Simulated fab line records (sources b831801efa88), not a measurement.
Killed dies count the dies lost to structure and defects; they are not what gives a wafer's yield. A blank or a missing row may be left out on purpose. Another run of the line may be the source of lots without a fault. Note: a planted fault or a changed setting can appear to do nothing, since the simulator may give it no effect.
fab line records	flow gf180mcu	part 1 of 2: steps 1 to 27 of 38
record: lots: 5	wafers: 15	last_day: 32
route steps=602 shown MIM@514 M5@526 V5@540
lots with no fault: from the same line, run without faults
start_h: hours from the record's first day to the start of the lot's first wafer shown	wait_h: hours since the lot's step before	" identical to the entry in the row above	L1.1+2: one row covering several wafers at once	- no value present, or no start provided	* or withheld: withheld	< > ~ a bound
route shown NAME@n: NAME is a module with steps in the file, n the number in the route of the first one	usual: mean and standard deviation over wafers with no fault	same: alike in all rows	chamber/n: place in a boat	sites: readings site by site	_std_site: the standard deviation of these	_edge_site: inner sites' mean taken away from outer sites' mean	radius_mm: how far each site lies from the wafer's centre	mask NAME#n: copy n	behind: the last tool/chamber to shape the wafer	hold: cause of the lot's hold/its duration in hours/its outcome	device: the n, p or np transistor that did not switch	end of line: the tests these same wafers got at the end of their route	for a step that has no rows: nothing shown but its recipe	killed: at the first sort, the dies lost to defects and structure; wafer yield is something else	map: a wafer's dies, marking killed ones x, the rest . and places with no die _
set.NAME: setting as actually run; set.NAME@STEP: the setting as run at that earlier step	model.NAME: the simulator's own value behind a step, which no gauge read
certain route steps with their lots: each step a table, each wafer a row
services: from which hour (start_h, from the record's first day; less than 0 if before it) a tool's chamber was out of use, for how many hours, and why
== steps ==
step: GF_MIM_THK_MEAS_11
recipe: thk_meas_gauge: xrf	reads: AlCu_of_MIM_SPUTTER_08
usual: MIM_ALCU_THK: 202.5/2.3
lot.wafer	tool	chamber	start_h	wait_h	MIM_ALCU_THK[nm]
L074.1	film_metro-02	-	563.64	0.1	198.5
L074.2	"	-	"	"	202.3
L074.5	"	-	"	"	201.9
L078.3	film_metro-01	-	597.73	0.1	204.8
L078.4	"	-	"	"	203.6
L078.6	"	-	"	"	202.3
L079.2	film_metro-01	-	607.40	0.1	203.9
L079.5	"	-	"	"	199.5
L079.6	"	-	"	"	204.2
L085.3	film_metro-01	-	650.02	0.1	203.0
L085.4	"	-	"	"	205.2
L085.5	"	-	"	"	204.9
L089.1	film_metro-01	-	676.03	0.1	201.6
L089.2	"	-	"	"	201.4
L089.6	"	-	"	"	200.7
step: GF_MIM_DEHYDRATE_12
recipe: temp_c: 200	time_s: 60
usual: heater_power_total_W: 160.39/0.13
lot.wafer	tool	chamber	start_h	wait_h	heater_power_total_W
L074.1	litho_track-02	0	573.79	10.1	160.46
L074.2	"	0	"	"	160.29
L074.5	"	0	"	"	160.33
L078.3	litho_track-04	0	607.36	9.6	160.30
L078.4	"	0	"	"	160.60
L078.6	"	0	"	"	160.46
L079.2	litho_track-01	0	616.96	9.6	160.35
L079.5	"	0	"	"	160.29
L079.6	"	0	"	"	160.21
L085.3	litho_track-01	0	659.04	9.0	160.45
L085.4	"	0	"	"	160.33
L085.5	"	0	"	"	160.51
L089.1	litho_track-01	0	684.79	8.7	160.39
L089.2	"	0	"	"	160.53
L089.6	"	0	"	"	160.51
step: GF_MIM_HMDS_13
recipe: prime_time_s: 60	prime_temp_c: 120
same: prime_time_s: 60
lot.wafer	tool	chamber	start_h	wait_h
L074.1+2+5	litho_track-02	0	573.94	0.1
L078.3+4+6	litho_track-04	0	607.51	0.1
L079.2+5+6	litho_track-01	0	617.11	0.1
L085.3+4+5	litho_track-01	0	659.19	0.1
L089.1+2+6	litho_track-01	0	684.94	0.1
step: GF_MIM_COAT_14
recipe: resist: NOVOLAK	spin_rpm: 3000	resist_thk_nm: 1000
lot.wafer	tool	chamber	start_h	wait_h
L074.1+2+5	litho_track-02	0	574.09	0.1
L078.3+4+6	litho_track-04	0	607.66	0.1
L079.2+5+6	litho_track-01	0	617.26	0.1
L085.3+4+5	litho_track-01	0	659.34	0.1
L089.1+2+6	litho_track-01	0	685.09	0.1
step: GF_MIM_SOFTBAKE_15
recipe: temp_c: 90	time_s: 60	resist: NOVOLAK
usual: heater_power_total_W: 56.59/0.044
lot.wafer	tool	chamber	start_h	wait_h	heater_power_total_W
L074.1	litho_track-02	0	574.24	0.1	56.55
L074.2	"	0	"	"	56.60
L074.5	"	0	"	"	56.50
L078.3	litho_track-04	0	607.81	0.1	56.57
L078.4	"	0	"	"	56.63
L078.6	"	0	"	"	56.54
L079.2	litho_track-01	0	617.41	0.1	56.70
L079.5	"	0	"	"	56.62
L079.6	"	0	"	"	56.61
L085.3	litho_track-01	0	659.49	0.1	56.56
L085.4	"	0	"	"	56.59
L085.5	"	0	"	"	56.52
L089.1	litho_track-01	0	685.24	0.1	56.55
L089.2	"	0	"	"	56.63
L089.6	"	0	"	"	56.58
step: GF_MIM_EXPOSE_16
recipe: mask_id: FuseTop	target_cd_nm: 2000	na: 0.6	source_shape: conventional	sigma_outer: 0.6	dose_mj: 140
usual: focus_offset_nm: 0.0/0.61
lot.wafer	tool	chamber	start_h	wait_h	mask	focus_offset_nm
L074.1	iline_stepper-02	0	-	-	FuseTop#0	-0.7
L074.2	"	0	"	"	FuseTop#0	-0.5
L074.5	"	0	"	"	FuseTop#0	-0.5
L078.3	iline_stepper-02	0	-	-	FuseTop#0	-0.9
L078.4	"	0	"	"	FuseTop#0	-0.7
L078.6	"	0	"	"	FuseTop#0	-0.1
L079.2	iline_stepper-01	0	-	-	FuseTop#0	-0.4
L079.5	"	0	"	"	FuseTop#0	-0.6
L079.6	"	0	"	"	FuseTop#0	-0.4
L085.3	iline_stepper-01	0	-	-	FuseTop#0	-0.3
L085.4	"	0	"	"	FuseTop#0	-0.3
L085.5	"	0	"	"	FuseTop#0	-0.6
L089.1	iline_stepper-01	0	-	-	FuseTop#0	-0.1
L089.2	"	0	"	"	FuseTop#0	-0.4
L089.6	"	0	"	"	FuseTop#0	0.3
step: GF_MIM_PEB_17
recipe: temp_c: withheld	time_s: *	resist: NOVOLAK
lot.wafer	tool	chamber	start_h	wait_h
L074.1+2+5	litho_track-04	0	-	-
L078.3+4+6	litho_track-02	0	-	-
L079.2+5+6	litho_track-01	0	-	-
L085.3+4+5	litho_track-04	0	-	-
L089.1+2+6	litho_track-02	0	-	-
step: GF_MIM_DEVELOP_18
recipe: develop_time_s: 60	dev_temp_c: 23
lot.wafer	tool	chamber	start_h	wait_h
L074.1+2+5	litho_track-04	0	584.71	0.1
L078.3+4+6	litho_track-02	0	617.78	0.1
L079.2+5+6	litho_track-01	0	627.91	0.1
L085.3+4+5	litho_track-04	0	669.76	0.1
L089.1+2+6	litho_track-02	0	694.63	0.1
step: GF_MIM_METAL_ETCH_19
recipe: chemistry: Cl2/BCl3	mask_material: NOVOLAK	stop_on: Si3N4	target_depth_nm: 324.5	pressure_mtorr: 8	icp_w: 800	bias_w: 140	Cl2_flow_sccm: 80	bcl3_flow_sccm: 40	time_s: 54.1
usual: drypump_motor_current_A: 5.5/0.44	oes_product_au: 0.943/0.0068	throttle_valve_pct: 28.281/0.01
lot.wafer	tool	chamber	start_h	wait_h	drypump_motor_current_A	oes_product_au	rf_hours_counter_h	throttle_valve_pct
L074.1	rie_metal-01	1	584.86	0.1	5.2	0.939	1	28.288
L074.2	"	0	"	"	5.6	0.938	2	28.278
L074.5	"	1	"	"	5.2	0.942	-	28.284
L078.3	rie_metal-01	0	617.91	0.1	5.6	0.954	-	28.266
L078.4	"	1	"	"	5.2	0.947	-	28.271
L078.6	"	1	"	"	5.2	0.940	-	28.288
L079.2	rie_metal-04	0	628.04	0.1	6.3	0.936	14	28.293
L079.5	"	0	"	"	6.3	0.937	-	28.296
L079.6	"	1	"	"	5.3	0.939	-	28.269
L085.3	rie_metal-04	1	669.88	0.1	5.4	0.943	-	28.290
L085.4	"	0	"	"	6.3	0.949	-	28.287
L085.5	"	1	"	"	5.4	0.950	-	28.279
L089.1	rie_metal-01	0	694.78	0.1	5.7	0.938	6	28.278
L089.2	"	1	"	"	5.2	0.948	5	28.277
L089.6	"	1	"	"	5.2	0.941	-	28.298
step: GF_MIM_STRIP_20
recipe: chemistry: O2/N2	power_w: 1400	pressure_mtorr: 1500	platen_temp_c: 250	o2_flow_sccm: 3000	n2_flow_sccm: 300	overash_fraction: 0.5
usual: drypump_motor_current_A: 6.1/0.44	heater_power_w: 337/19	n2_flow_sccm: 300.1/0.87	oes_product_au: 0.692/0.005	strip_time_to_endpoint_s: 11.23/0.048
lot.wafer	tool	chamber	start_h	wait_h	drypump_motor_current_A	heater_power_w	n2_flow_sccm	oes_product_au	rf_hours_counter_h	strip_time_to_endpoint_s
L074.1	plasma_asher-01	1	584.93	0.0	5.6	320	300.2	0.697	17	11.24
L074.2	"	0	"	"	6.4	322	299.0	0.693	17	11.24
L074.5	"	1	"	"	5.6	322	301.2	0.696	-	11.25
L078.3	plasma_asher-01	0	617.99	0.1	6.3	318	299.7	0.687	-	11.15
L078.4	"	1	"	"	5.6	321	299.8	0.687	-	11.13
L078.6	"	0	"	"	6.4	316	298.5	0.699	-	11.16
L079.2	plasma_asher-02	1	628.11	0.0	6.2	353	300.5	0.698	51	11.21
L079.5	"	0	"	"	6.7	315	302.2	0.696	-	11.22
L079.6	"	1	"	"	6.3	361	300.0	0.687	-	11.23
L085.3	plasma_asher-04	1	669.96	0.1	6.2	365	300.3	0.686	-	11.27
L085.4	"	0	"	"	5.5	335	298.9	0.693	-	11.25
L085.5	"	1	"	"	6.2	356	300.0	0.695	-	11.26
L089.1	plasma_asher-04	1	694.85	0.0	6.2	358	299.7	0.680	104	11.22
L089.2	"	0	"	"	5.6	338	300.0	0.693	104	11.21
L089.6	"	0	"	"	5.5	330	299.6	0.688	-	11.20
step: GF_MIM_STRIP_21
recipe: chemistry: post_etch_residue_remover	time_s: 1200	temp_c: 72.5
usual: bath_guard_temp_C: 72.6/0.41
lot.wafer	tool	chamber	start_h	wait_h	bath_guard_temp_C
L074.1	wet_bench-02	1	585.03	0.1	73.2
L074.2	"	1	"	"	73.4
L074.5	"	1	"	"	73.0
L078.3	wet_bench-01	1	618.05	0.0	71.8
L078.4	"	1	"	"	71.7
L078.6	"	1	"	"	72.0
L079.2	wet_bench-02	2	628.21	0.1	73.4
L079.5	"	2	"	"	73.0
L079.6	"	2	"	"	72.8
L085.3	wet_bench-01	2	670.03	0.0	72.5
L085.4	"	2	"	"	72.5
L085.5	"	2	"	"	72.4
L089.1	wet_bench-04	2	694.95	0.1	72.5
L089.2	"	2	"	"	72.8
L089.6	"	2	"	"	72.7
step: GF_MIM_CLEAN_22
recipe: chemistry: DIW	dry: n2_spin
lot.wafer	tool	chamber	start_h	wait_h
L074.1+2+5	wet_bench-04	1	585.37	0.0
L078.3+4+6	wet_bench-04	3	618.40	0.0
L079.2+5+6	wet_bench-04	2	628.55	0.0
L085.3+4+5	wet_bench-04	1	670.37	0.0
L089.1+2+6	wet_bench-02	2	695.33	0.0
step: GF_M5_DEHYDRATE_00
recipe: temp_c: 200	time_s: 60
usual: heater_power_total_W: 160.37/0.13
lot.wafer	tool	chamber	start_h	wait_h	heater_power_total_W
L074.1	litho_track-02	0	595.49	10.0	160.36
L074.2	"	0	"	"	160.31
L074.5	"	0	"	"	160.28
L078.3	litho_track-03	0	628.83	10.3	160.26
L078.4	"	0	"	"	160.40
L078.6	"	0	"	"	160.32
L079.2	litho_track-04	0	637.79	9.1	160.34
L079.5	"	0	"	"	160.63
L079.6	"	0	"	"	160.21
L085.3	litho_track-03	0	678.73	8.3	160.45
L085.4	"	0	"	"	160.30
L085.5	"	0	"	"	160.46
L089.1	litho_track-04	0	703.76	8.3	160.31
L089.2	"	0	"	"	160.16
L089.6	"	0	"	"	160.49
step: GF_M5_HMDS_01
recipe: prime_time_s: 60	prime_temp_c: 120
same: prime_time_s: 60
lot.wafer	tool	chamber	start_h	wait_h
L074.1+2+5	litho_track-02	0	595.64	0.1
L078.3+4+6	litho_track-03	0	628.98	0.1
L079.2+5+6	litho_track-04	0	637.94	0.1
L085.3+4+5	litho_track-03	0	678.88	0.1
L089.1+2+6	litho_track-04	0	703.91	0.1
step: GF_M5_COAT_02
recipe: resist: KrF	spin_rpm: withheld	resist_thk_nm: 1000
lot.wafer	tool	chamber	start_h	wait_h
L074.1+2+5	litho_track-02	0	595.79	0.1
L078.3+4+6	litho_track-03	0	629.13	0.1
L079.2+5+6	litho_track-04	0	638.09	0.1
L085.3+4+5	litho_track-03	0	679.03	0.1
L089.1+2+6	litho_track-04	0	704.06	0.1
step: GF_M5_SOFTBAKE_03
recipe: temp_c: 130	time_s: 60	resist: KrF
usual: heater_power_total_W: 93.05/0.06
lot.wafer	tool	chamber	start_h	wait_h	heater_power_total_W
L074.1	litho_track-02	0	595.94	0.1	93.09
L074.2	"	0	"	"	93.01
L074.5	"	0	"	"	93.00
L078.3	litho_track-03	0	629.28	0.1	93.10
L078.4	"	0	"	"	93.12
L078.6	"	0	"	"	93.03
L079.2	litho_track-04	0	638.24	0.1	93.11
L079.5	"	0	"	"	93.06
L079.6	"	0	"	"	93.03
L085.3	litho_track-03	0	679.18	0.1	92.99
L085.4	"	0	"	"	93.18
L085.5	"	0	"	"	93.06
L089.1	litho_track-04	0	704.21	0.1	92.97
L089.2	"	0	"	"	93.09
L089.6	"	0	"	"	93.13
step: GF_M5_EXPOSE_04
recipe: mask_id: Metal5	target_cd_nm: 280	na: 0.68	source_shape: conventional	sigma_outer: 0.6	dose_mj: 28
usual: focus_offset_nm: 0.1/0.45
lot.wafer	tool	chamber	start_h	wait_h	mask	focus_offset_nm
L074.1	krf_scanner-01	0	-	-	Metal5#0	-0.1
L074.2	"	0	"	"	Metal5#0	0.2
L074.5	"	0	"	"	Metal5#0	1.1
L078.3	krf_scanner-02	0	-	-	Metal5#0	0.1
L078.4	"	0	"	"	Metal5#0	0.4
L078.6	"	0	"	"	Metal5#0	-0.1
L079.2	krf_scanner-02	0	-	-	Metal5#0	0.3
L079.5	"	0	"	"	Metal5#0	0.2
L079.6	"	0	"	"	Metal5#0	0.1
L085.3	krf_scanner-02	0	-	-	Metal5#0	0.2
L085.4	"	0	"	"	Metal5#0	-0.1
L085.5	"	0	"	"	Metal5#0	-0.2
L089.1	krf_scanner-02	0	-	-	Metal5#0	0.2
L089.2	"	0	"	"	Metal5#0	1.4
L089.6	"	0	"	"	Metal5#0	0.8
step: GF_M5_PEB_05
recipe: peb_temp_c: 135	peb_time_s: 90	resist: KrF
usual: heater_power_total_W: 85.69/0.085
lot.wafer	tool	chamber	start_h	wait_h	heater_power_total_W
L074.1	litho_track-02	0	-	-	85.70
L074.2	"	0	"	"	85.79
L074.5	"	0	"	"	85.65
L078.3	litho_track-04	0	-	-	85.70
L078.4	"	0	"	"	85.59
L078.6	"	0	"	"	85.74
L079.2	litho_track-02	0	-	-	85.61
L079.5	"	0	"	"	85.77
L079.6	"	0	"	"	85.79
L085.3	litho_track-02	0	-	-	85.65
L085.4	"	0	"	"	85.70
L085.5	"	0	"	"	85.78
L089.1	litho_track-04	0	-	-	85.71
L089.2	"	0	"	"	85.69
L089.6	"	0	"	"	85.81
step: GF_M5_DEVELOP_06
recipe: develop_time_s: 60	dev_temp_c: 21
lot.wafer	tool	chamber	start_h	wait_h
L074.1+2+5	litho_track-02	0	606.63	0.2
L078.3+4+6	litho_track-04	0	639.51	0.1
L079.2+5+6	litho_track-02	0	648.61	0.2
L085.3+4+5	litho_track-02	0	688.23	0.1
L089.1+2+6	litho_track-04	0	713.61	0.2
step: GF_M5_CD_MEAS_07
recipe: target_cd_nm: 280
usual: cd_nm: 280.2/1.3
lot.wafer	tool	chamber	start_h	wait_h	cd_nm
L074.1	cd_sem-02	-	606.78	0.1	277.4
L074.2	"	-	"	"	277.7
L074.5	"	-	"	"	279.6
L078.3	cd_sem-02	-	639.65	0.1	281.2
L078.4	"	-	"	"	282.2
L078.6	"	-	"	"	283.2
L079.2	cd_sem-01	-	648.75	0.1	279.5
L079.5	"	-	"	"	279.6
L079.6	"	-	"	"	279.8
L085.3	cd_sem-01	-	688.37	0.1	281.5
L085.4	"	-	"	"	280.6
L085.5	"	-	"	"	282.1
L089.1	cd_sem-01	-	713.94	0.3	276.2
L089.2	"	-	"	"	277.4
L089.6	"	-	"	"	278.4
step: GF_M5_OVL_MEAS_08
usual: M5_OVL: 6/5.2
lot.wafer	tool	chamber	start_h	wait_h	M5_OVL[nm]
L074.1	overlay-01	-	606.90	0.1	0
L074.2	"	-	"	"	14
L074.5	"	-	"	"	8
L078.3	overlay-01	-	639.74	0.1	9
L078.4	"	-	"	"	4
L078.6	"	-	"	"	-2
L079.2	overlay-02	-	648.86	0.1	15
L079.5	"	-	"	"	5
L079.6	"	-	"	"	11
L085.3	overlay-02	-	688.47	0.1	0
L085.4	"	-	"	"	7
L085.5	"	-	"	"	0
L089.1	overlay-02	-	714.06	0.1	8
L089.2	"	-	"	"	13
L089.6	"	-	"	"	13
step: GF_M5_ETCH_09
recipe: chemistry: CF4/O2	target: Si3N4	target_depth_nm: 52	source_w: 800	bias_w: 150	pressure_mtorr: 150	cf4_flow_sccm: 80	O2_flow_sccm: 10	time_s: 11.6
usual: O2_flow_sccm: 9.996/0.028	drypump_motor_current_A: 5.8/0.44	oes_product_au: 1.000/0.012	throttle_valve_pct: 5.971/0.01
lot.wafer	tool	chamber	start_h	wait_h	O2_flow_sccm	drypump_motor_current_A	oes_product_au	rf_hours_counter_h	throttle_valve_pct
L074.1	rie_diel-02	3	606.94	0.0	10.046	5.8	1.007	7	5.973
L074.2	"	2	"	"	10.024	5.9	1.000	21	5.967
L074.5	"	3	"	"	9.984	5.8	1.007	-	5.970
L078.3	rie_diel-02	1	639.77	0.0	10.034	6.7	1.016	59	5.956
L078.4	"	1	"	"	10.047	6.7	1.012	-	5.980
L078.6	"	3	"	"	9.962	5.8	1.013	-	5.947
L079.2	rie_diel-02	3	648.89	0.0	9.994	5.8	1.000	9	5.974
L079.5	"	3	"	"	9.984	5.9	1.007	-	5.987
L079.6	"	0	"	"	10.027	5.9	1.018	-	5.974
L085.3	rie_diel-04	3	688.49	0.0	9.917	5.0	0.996	14	5.971
L085.4	"	1	"	"	10.000	5.9	1.002	1	5.986
L085.5	"	3	"	"	9.965	5.0	0.982	-	5.964
L089.1	rie_diel-03	2	714.10	0.0	9.989	5.7	1.002	8	5.972
L089.2	"	3	"	"	10.005	6.5	1.011	22	5.977
L089.6	"	0	"	"	9.955	5.5	1.000	-	5.965
step: GF_M5_METAL_ETCH_10
recipe: chemistry: Cl2/BCl3	mask_material: KrF	target_depth_nm: 750.8	stop_on: SiO2	pressure_mtorr: 8	icp_w: 800	bias_w: 140	Cl2_flow_sccm: 80	bcl3_flow_sccm: 40	time_s: 125.1
usual: drypump_motor_current_A: 5.5/0.38	oes_product_au: 0.988/0.0058	throttle_valve_pct: 28.231/0.011
lot.wafer	tool	chamber	start_h	wait_h	drypump_motor_current_A	oes_product_au	rf_hours_counter_h	throttle_valve_pct
L074.1	rie_metal-01	0	606.96	0.0	5.7	0.990	3	28.241
L074.2	"	1	"	"	5.2	0.997	2	28.237
L074.5	"	1	"	"	5.2	0.992	-	28.243
L078.3	rie_metal-01	1	639.83	0.1	5.2	0.982	-	28.220
L078.4	"	0	"	"	5.7	0.987	-	28.235
L078.6	"	0	"	"	5.6	0.987	-	28.238
L079.2	rie_metal-02	1	648.96	0.1	5.8	0.995	-	28.219
L079.5	"	1	"	"	5.8	0.994	-	28.221
L079.6	"	1	"	"	5.8	0.984	-	28.223
L085.3	rie_metal-02	0	688.56	0.1	5.7	0.979	-	28.228
L085.4	"	1	"	"	5.8	0.979	-	28.249
L085.5	"	1	"	"	5.8	0.986	-	28.234
L089.1	rie_metal-02	1	714.12	0.0	5.8	0.991	11	28.239
L089.2	"	0	"	"	5.8	0.995	2	28.234
L089.6	"	0	"	"	5.7	0.990	-	28.257
step: GF_M5_STRIP_11
recipe: chemistry: O2/N2	power_w: 1400	pressure_mtorr: 1500	platen_temp_c: 250	o2_flow_sccm: 3000	n2_flow_sccm: 300	overash_fraction: 0.5
usual: drypump_motor_current_A: 5.9/0.44	heater_power_w: 332/16	n2_flow_sccm: 300.0/0.91	oes_product_au: 0.525/0.0045	strip_time_to_endpoint_s: 7.09/0.046
lot.wafer	tool	chamber	start_h	wait_h	drypump_motor_current_A	heater_power_w	n2_flow_sccm	oes_product_au	rf_hours_counter_h	strip_time_to_endpoint_s
L074.1	plasma_asher-04	1	607.09	0.1	6.2	357	299.0	0.527	94	7.09
L074.2	"	0	"	"	5.5	342	300.8	0.524	94	7.14
L074.5	"	1	"	"	6.2	343	300.4	0.536	-	7.10
L078.3	plasma_asher-01	0	639.95	0.1	6.4	329	298.5	0.530	-	7.07
L078.4	"	1	"	"	5.6	317	300.6	0.530	-	7.03
L078.6	"	0	"	"	6.4	319	297.9	0.523	-	7.05
L079.2	plasma_asher-04	0	649.17	0.2	5.5	330	301.4	0.525	99	7.04
L079.5	"	0	"	"	5.5	344	302.4	0.516	-	7.06
L079.6	"	1	"	"	6.2	370	299.8	0.521	-	7.05
L085.3	plasma_asher-04	1	688.68	0.1	6.2	354	299.3	0.520	-	7.13
L085.4	"	0	"	"	5.6	338	300.6	0.529	-	7.15
L085.5	"	0	"	"	5.5	337	300.4	0.531	-	7.11
L089.1	plasma_asher-03	1	714.25	0.1	6.4	347	298.9	0.521	96	6.99
L089.2	"	0	"	"	5.3	310	299.9	0.531	96	7.02
L089.6	"	0	"	"	5.3	318	301.0	0.526	-	7.06
step: GF_M5_STRIP_12
recipe: chemistry: post_etch_residue_remover	time_s: 1200	temp_c: 72.5
usual: bath_guard_temp_C: 72.8/0.49
lot.wafer	tool	chamber	start_h	wait_h	bath_guard_temp_C
L074.1	wet_bench-04	2	607.19	0.1	72.5
L074.2	"	2	"	"	72.7
L074.5	"	2	"	"	72.9
L078.3	wet_bench-04	3	640.02	0.0	72.2
L078.4	"	3	"	"	72.2
L078.6	"	3	"	"	71.9
L079.2	wet_bench-04	0	649.27	0.1	72.6
L079.5	"	0	"	"	72.7
L079.6	"	0	"	"	72.6
L085.3	wet_bench-04	1	688.74	0.0	73.3
L085.4	"	1	"	"	73.7
L085.5	"	1	"	"	73.4
L089.1	wet_bench-04	1	714.35	0.1	73.5
L089.2	"	1	"	"	73.4
L089.6	"	1	"	"	73.5
step: GF_M5_CLEAN_13
recipe: chemistry: DIW	dry: n2_spin
lot.wafer	tool	chamber	start_h	wait_h
L074.1+2+5	wet_bench-02	3	607.53	0.0
L078.3+4+6	wet_bench-03	1	640.39	0.0
L079.2+5+6	wet_bench-02	1	649.64	0.0
L085.3+4+5	wet_bench-02	3	689.11	0.0
L089.1+2+6	wet_bench-02	1	714.69	0.0
step: GF_V5_CVD_00
recipe: material: SiO2	target_thk_nm: 300	sigma_open_frac: 0.3	temp_c: 400	time_s: 50	sih4_flow_sccm: 60	pressure_mtorr: 6
lot.wafer	tool	chamber	start_h	wait_h
L074.1+2+5	hdpcvd-02	0,1,2	607.64	0.0
L078.3+4+6	hdpcvd-02	0,2,1	640.49	0.0
L079.2+5+6	hdpcvd-02	2,1,0	649.74	0.0
L085.3+4+5	hdpcvd-01	0,0,1	689.21	0.0
L089.1+2+6	hdpcvd-01	0,2,1	714.79	0.0
